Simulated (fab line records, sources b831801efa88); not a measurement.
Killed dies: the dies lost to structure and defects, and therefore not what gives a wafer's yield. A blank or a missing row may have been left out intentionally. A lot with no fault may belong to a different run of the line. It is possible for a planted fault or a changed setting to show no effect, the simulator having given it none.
Shared-tool check    flow gf180mcu    Lots sampled 13, wafers sampled 39

## REASON IT WAS OPENED
2 of 13 lots carry a flag on the reading HV_LDD_2_TW at GF_HV_LDD_TW_MEAS_23. Fault-free wafers read 1053, with a standard deviation of 10.
Rule: a lot is flagged when every wafer of it that has a number lies more than 4 standard deviations from that mean, or none has a number. All remaining lots are regarded as sound.

lot   measured      on             HV_LDD_2_TW, wafer by wafer  flag
L182  day 10 20:40  film metro-04  1047 1044 1044               
L184  day 11 10:26  film metro-02  1055 1052 1055               
L183  day 11 14:37  film metro-02  1053 1058 1057               
L185  day 11 21:22  film metro-02  1062 1058 1061               
L186  day 12 04:18  film metro-03  1044 1037 1043               
L189  day 13 01:52  film metro-04  1052 1054 1054               
L195  day 15 01:48  film metro-02  1682 1665 1674               FLAGGED
L196  day 15 09:25  film metro-03  1647 1636 1652               FLAGGED
L198  day 16 01:12  film metro-02  1055 1065 1059               
L200  day 16 13:12  film metro-04  1051 1045 1050               
L201  day 16 17:34  film metro-04  1051 1052 1050               
L202  day 17 09:19  film metro-03  1034 1027 1031               
L205  day 18 07:04  film metro-04  1053 1053 1043               
The numbers of the flagged lots are 1659 on average: +606 against the usual, or +61 standard deviations.

## EACH LOT AND THE TOOL IT RAN ON
The record holds 1 process step before the reading, out of a route of 602 steps. Each cell gives the tool, then ch followed by the chambers the sampled wafers passed through, then the start.
lot   flag     GF_HV_LDD_IMPLANT_21
L182           implanter-03 ch 0, day 10 20:25
L184           implanter-02 ch 0, day 11 10:11
L183           implanter-01 ch 0, day 11 14:20
L185           implanter-02 ch 0, day 11 21:07
L186           implanter-02 ch 0, day 12 04:03
L189           implanter-03 ch 0, day 13 01:38
L195  FLAGGED  implanter-02 ch 0, day 15 01:33
L196  FLAGGED  implanter-02 ch 0, day 15 09:11
L198           implanter-03 ch 0, day 16 00:58
L200           implanter-03 ch 0, day 16 12:58
L201           implanter-03 ch 0, day 16 17:20
L202           implanter-03 ch 0, day 17 09:05
L205           implanter-01 ch 0, day 18 06:49
What the steps here do:
- GF_HV_LDD_IMPLANT_21
- GF_HV_LDD_TW_MEAS_23

## FLAGGED OVER TOTAL, TOOL BY TOOL (the gauges that took the reading come last)
step                  tool           lots run  flagged  share of the flagged lots  sound lots run after its first flagged lot
GF_HV_LDD_IMPLANT_21  implanter-01   2         0        none                       -
GF_HV_LDD_IMPLANT_21  implanter-02   5         2        all                        0
GF_HV_LDD_IMPLANT_21  implanter-03   6         0        none                       -
GF_HV_LDD_TW_MEAS_23  film metro-02  5         1        some                       1 (L198)
GF_HV_LDD_TW_MEAS_23  film metro-03  3         1        some                       1 (L202)
GF_HV_LDD_TW_MEAS_23  film metro-04  5         0        none                       -

## WHAT IS ALLOWED BY THE TABLE
All flagged lots share 1 row of the table, namely implanter-02 at GF_HV_LDD_IMPLANT_21.
- implanter-02 at GF_HV_LDD_IMPLANT_21: 2 of its 5 lots flagged. Its last sound lot is L186 (day 12 04:03), its first flagged lot L195 (day 15 01:33): a fault that began between those two fits. Its own readings lie more than 4 standard deviations out on every wafer of the flagged lots: beam on s, dose ions cm2, faraday current uA.
implanter-02 at GF_HV_LDD_IMPLANT_21 is the single tool remaining.

## WHAT HAD BEEN PUT IN BY THE SIMULATOR
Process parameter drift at GF_HV_LDD_IMPLANT_21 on implanter-02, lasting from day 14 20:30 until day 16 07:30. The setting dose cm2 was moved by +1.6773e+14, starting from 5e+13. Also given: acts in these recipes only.
Lots struck among those shown: L195, L196. The rule above found the same.
